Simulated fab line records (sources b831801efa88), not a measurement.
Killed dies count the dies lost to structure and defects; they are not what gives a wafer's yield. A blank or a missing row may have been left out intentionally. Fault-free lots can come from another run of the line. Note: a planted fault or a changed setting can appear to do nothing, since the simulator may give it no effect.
Which tool was responsible? | flow sky130 | 45 wafers from 15 lots sampled at 6 of the route's 708 steps

## WHAT THE GAUGES SHOWED, per wafer
SKY_SONOS_ONO_CD_MEAS_13: the cd target is 410 nm. Usual: cd nm at 410.7 nm, with a standard deviation of 2.1.
lot  | measured     | on        | cd nm (nm)        | flag
L382 | day 13 11:25 | cd sem-01 | 412.5 413.3 412.4 |
L384 | day 13 15:35 | cd sem-01 | 409.7 410.7 410.5 |
L383 | day 13 16:52 | cd sem-01 | 406.7 408.6 409.2 |
L385 | day 14 04:09 | cd sem-01 | 412.2 414.0 412.1 |
L386 | day 14 11:01 | cd sem-02 | 412.5 413.6 413.3 |
L392 | day 16 09:37 | cd sem-01 | 412.3 413.5 413.7 |
L393 | day 16 19:04 | cd sem-01 | 412.8 412.6 413.5 |
L395 | day 18 04:15 | cd sem-02 | 407.8 406.4 407.3 |
L397 | day 18 17:30 | cd sem-02 | 409.8 409.4 409.4 |
L399 | day 19 05:32 | cd sem-01 | 411.4 409.9 411.8 |
L398 | day 19 08:50 | cd sem-01 | 410.3 413.5 412.7 |
L400 | day 19 17:35 | cd sem-02 | 409.5 410.2 408.0 |
L401 | day 19 22:25 | cd sem-01 | 411.2 410.7 410.4 |
L402 | day 20 17:08 | cd sem-02 | 410.0 410.0 411.1 |
L403 | day 20 17:44 | cd sem-02 | 409.7 410.6 410.8 |

SKY_LDD_N_OVL_MEAS_07. Usual: LDD_N_OVL gives -0.6 nm (standard deviation 1.2).
lot  | measured     | on         | LDD_N_OVL (nm) | flag
L382 | day 18 15:43 | overlay-01 | 1.1 0.2 -0.6   |
L384 | day 19 11:21 | overlay-02 | 1.3 2.3 0.7    |
L383 | day 19 11:55 | overlay-01 | -1.3 -2.1 -0.7 |
L385 | day 19 12:14 | overlay-01 | -1.5 -3.2 -3.8 |
L386 | day 19 18:51 | overlay-02 | -1.2 -1.4 -1.7 |
L392 | day 21 18:36 | overlay-02 | -2.7 -1.7 -0.4 |
L393 | day 22 07:19 | overlay-01 | -1.3 -1.9 -0.6 |
L395 | day 23 17:44 | overlay-02 | 1.0 1.2 1.4    |
L397 | day 24 07:20 | overlay-01 | -0.1 0.4 -0.3  |
L399 | day 24 16:30 | overlay-02 | -0.1 0.3 -0.5  |
L398 | day 24 21:06 | overlay-02 | -0.2 0.4 -0.1  |
L400 | day 25 02:39 | overlay-01 | -1.3 0.4 -0.8  |
L401 | day 25 07:52 | overlay-01 | -1.0 -0.9 -2.1 |
L402 | day 26 00:43 | overlay-01 | -1.4 -0.9 -0.4 |
L403 | day 26 02:43 | overlay-01 | -0.9 0.0 -1.6  |

SKY_LDD_N_TW_MEAS_17. Usual: LDD_N_TW gives 2578 (standard deviation 24).
lot  | measured     | on            | LDD_N_TW       | flag
L382 | day 18 17:03 | film metro-02 | 2577 2594 2573 |
L384 | day 19 12:41 | film metro-01 | 2556 2548 2558 |
L383 | day 19 13:15 | film metro-02 | 2576 2584 2595 |
L385 | day 19 13:53 | film metro-01 | 2560 2551 2554 |
L386 | day 19 20:11 | film metro-02 | 2570 2579 2580 |
L392 | day 21 19:56 | film metro-02 | 2443 2441 2453 | OFF
L393 | day 22 08:39 | film metro-03 | 2466 2454 2463 | OFF
L395 | day 23 19:05 | film metro-02 | 2446 2432 2437 | OFF
L397 | day 24 08:41 | film metro-02 | 2589 2586 2608 |
L399 | day 24 17:50 | film metro-02 | 2580 2591 2586 |
L398 | day 24 22:26 | film metro-01 | 2526 2531 2523 |
L400 | day 25 03:59 | film metro-03 | 2610 2618 2605 |
L401 | day 25 09:12 | film metro-03 | 2615 2606 2610 |
L402 | day 26 02:04 | film metro-02 | 2561 2569 2583 |
L403 | day 26 04:02 | film metro-01 | 2532 2533 2530 |

## EACH LOT AND THE TOOL THAT RAN IT (in order: tool; ch and the chambers of the sampled wafers; start)
lot  | SKY_GATE_OXIDE_STRIP_13              | SKY_LDD_N_IMPLANT_11            | SKY_LDD_N_STRIP_16
L382 | plasma asher-03 ch 0,1, day 14 16:04 | implanter-02 ch 0, day 18 16:13 | plasma asher-03 ch 0,1, day 18 16:56
L384 | plasma asher-02 ch 0,1, day 14 19:41 | implanter-01 ch 0, day 19 11:51 | plasma asher-01 ch 0, day 19 12:35
L383 | plasma asher-02 ch 0,1, day 14 21:11 | implanter-02 ch 0, day 19 12:25 | plasma asher-04 ch 0,1, day 19 13:08
L385 | plasma asher-01 ch 0,1, day 15 09:08 | implanter-01 ch 0, day 19 13:02 | plasma asher-01 ch 0,1, day 19 13:47
L386 | plasma asher-01 ch 0,1, day 15 15:32 | implanter-01 ch 0, day 19 19:21 | plasma asher-01 ch 0,1, day 19 20:05
L392 | plasma asher-02 ch 1, day 17 17:05   | implanter-02, day 21 19:06      | plasma asher-04 ch 0,1, day 21 19:50
L393 | plasma asher-02 ch 0,1, day 18 02:44 | implanter-02, day 22 07:49      | plasma asher-04 ch 1, day 22 08:32
L395 | plasma asher-01 ch 0,1, day 19 15:02 | implanter-02, day 23 18:14      | plasma asher-04 ch 0,1, day 23 18:59
L397 | plasma asher-03 ch 0,1, day 20 08:30 | implanter-04 ch 0, day 24 07:50 | plasma asher-03 ch 0,1, day 24 08:35
L399 | plasma asher-01 ch 0,1, day 20 15:35 | implanter-01 ch 0, day 24 16:59 | plasma asher-01 ch 0,1, day 24 17:44
L398 | plasma asher-03 ch 0,1, day 20 18:44 | implanter-02 ch 0, day 24 21:35 | plasma asher-03 ch 0,1, day 24 22:20
L400 | plasma asher-02 ch 0,1, day 21 02:17 | implanter-01 ch 0, day 25 03:08 | plasma asher-04 ch 0,1, day 25 03:53
L401 | plasma asher-01 ch 1, day 21 07:57   | implanter-01 ch 0, day 25 08:22 | plasma asher-01 ch 0,1, day 25 09:05
L402 | plasma asher-02 ch 0,1, day 22 00:55 | implanter-04 ch 0, day 26 01:14 | plasma asher-01 ch 0,1, day 26 01:59
L403 | plasma asher-03 ch 0,1, day 22 03:02 | implanter-04 ch 0, day 26 03:11 | plasma asher-04 ch 0,1, day 26 03:56
- SKY_GATE_OXIDE_STRIP_13: strips in O2/N2.
- SKY_LDD_N_IMPLANT_11
- SKY_LDD_N_STRIP_16: strips in O2/N2.

## WHAT THE TOOLS THEMSELVES READ (means of the sampled wafers that have a number; where no wafer has one, the mark that the record gives instead)
SKY_GATE_OXIDE_STRIP_13. Usual: drypump motor current A 5.5 A, standard deviation 0.44; oes product au 0.716 a.u., standard deviation 0.0048; strip time to endpoint s 14.17 s, standard deviation 0.04.
lot  | tool            | drypump motor current A (A) | oes product au (a.u.) | strip time to endpoint s (s) | flag
L382 | plasma asher-03 | 5.6                         | 0.711                 | 14.16                        |
L384 | plasma asher-02 | 5.8                         | 0.721                 | 14.16                        |
L383 | plasma asher-02 | 5.8                         | 0.710                 | 14.20                        |
L385 | plasma asher-01 | 5.5                         | 0.712                 | 14.15                        |
L386 | plasma asher-01 | 5.5                         | 0.715                 | 14.12                        |
L392 | plasma asher-02 | 5.4                         | 0.715                 | 14.12                        |
L393 | plasma asher-02 | 5.8                         | 0.714                 | 14.17                        |
L395 | plasma asher-01 | 5.2                         | 0.721                 | 14.13                        |
L397 | plasma asher-03 | 5.3                         | 0.722                 | 14.22                        |
L399 | plasma asher-01 | 5.2                         | 0.717                 | 14.23                        |
L398 | plasma asher-03 | 5.7                         | 0.716                 | 14.18                        |
L400 | plasma asher-02 | 5.8                         | 0.712                 | 14.15                        |
L401 | plasma asher-01 | 5.8                         | 0.716                 | 14.20                        |
L402 | plasma asher-02 | 5.8                         | 0.715                 | 14.14                        |
L403 | plasma asher-03 | 5.3                         | 0.715                 | 14.16                        |

SKY_LDD_N_IMPLANT_11. Usual: beam energy keV 19.999, standard deviation 0.0061; beam on s 10.01 s, standard deviation 0.21.
lot  | tool         | beam energy keV | beam on s (s) | flag
L382 | implanter-02 | 20.005          | 9.73          |
L384 | implanter-01 | 19.999          | 10.12         |
L383 | implanter-02 | 19.996          | 9.97          |
L385 | implanter-01 | 20.004          | 10.03         |
L386 | implanter-01 | 20.001          | 10.15         |
L392 | implanter-02 | -               | -             | OFF
L393 | implanter-02 | -               | -             | OFF
L395 | implanter-02 | -               | -             | OFF
L397 | implanter-04 | 20.006          | 10.10         |
L399 | implanter-01 | 20.002          | 10.17         |
L398 | implanter-02 | 20.006          | 9.99          |
L400 | implanter-01 | 19.998          | 9.88          |
L401 | implanter-01 | 19.998          | 9.99          |
L402 | implanter-04 | 19.993          | 9.99          |
L403 | implanter-04 | 19.993          | 10.04         |

SKY_LDD_N_STRIP_16. Usual: drypump motor current A 5.4 A, standard deviation 0.42; oes product au 0.405 a.u., standard deviation 0.0046; strip time to endpoint s 4.311 s, standard deviation 0.015.
lot  | tool            | drypump motor current A (A) | oes product au (a.u.) | strip time to endpoint s (s) | flag
L382 | plasma asher-03 | 5.7                         | 0.404                 | 4.310                        |
L384 | plasma asher-01 | 4.9                         | 0.406                 | 4.312                        |
L383 | plasma asher-04 | 5.5                         | 0.404                 | 4.316                        |
L385 | plasma asher-01 | 5.2                         | 0.403                 | 4.310                        |
L386 | plasma asher-01 | 5.5                         | 0.409                 | 4.293                        |
L392 | plasma asher-04 | 5.3                         | 0.406                 | 4.142                        | OFF
L393 | plasma asher-04 | 5.1                         | 0.406                 | 4.120                        | OFF
L395 | plasma asher-04 | 5.3                         | 0.409                 | 4.139                        | OFF
L397 | plasma asher-03 | 5.6                         | 0.404                 | 4.303                        |
L399 | plasma asher-01 | 5.5                         | 0.408                 | 4.321                        |
L398 | plasma asher-03 | 5.3                         | 0.409                 | 4.316                        |
L400 | plasma asher-04 | 5.3                         | 0.408                 | 4.328                        |
L401 | plasma asher-01 | 5.5                         | 0.404                 | 4.322                        |
L402 | plasma asher-01 | 5.5                         | 0.409                 | 4.318                        |
L403 | plasma asher-04 | 5.2                         | 0.406                 | 4.316                        |

## THE ANSWER, worked out from the rows above alone
Rule: lot off if the mean of its wafers having a number is beyond 3 standard deviations from the usual mean. A lot without any number at a reading at which 4 lots or more have one is off too. All remaining lots with rows at the step are treated as sound. Order of review: gauges by route order, followed by the tools' own readings, for which a lot's mean as printed above is used. At the first step where some lot is off, the reading lying furthest off is the one used; lots without a number count as furthest.
Off: L392, L393, L395, seen at SKY_LDD_N_TW_MEAS_17 (LDD_N_TW).
A tool fits if, at a process step before that reading, it ran every lot that is off, and no sound lot after the first of them. The gauges at SKY_LDD_N_TW_MEAS_17 aren't tried: what is off there is off at SKY_LDD_N_IMPLANT_11 too, on other tools, and a gauge's error can't cause that. Of those tried, none fits.

## WHAT THE SIMULATOR PUT IN
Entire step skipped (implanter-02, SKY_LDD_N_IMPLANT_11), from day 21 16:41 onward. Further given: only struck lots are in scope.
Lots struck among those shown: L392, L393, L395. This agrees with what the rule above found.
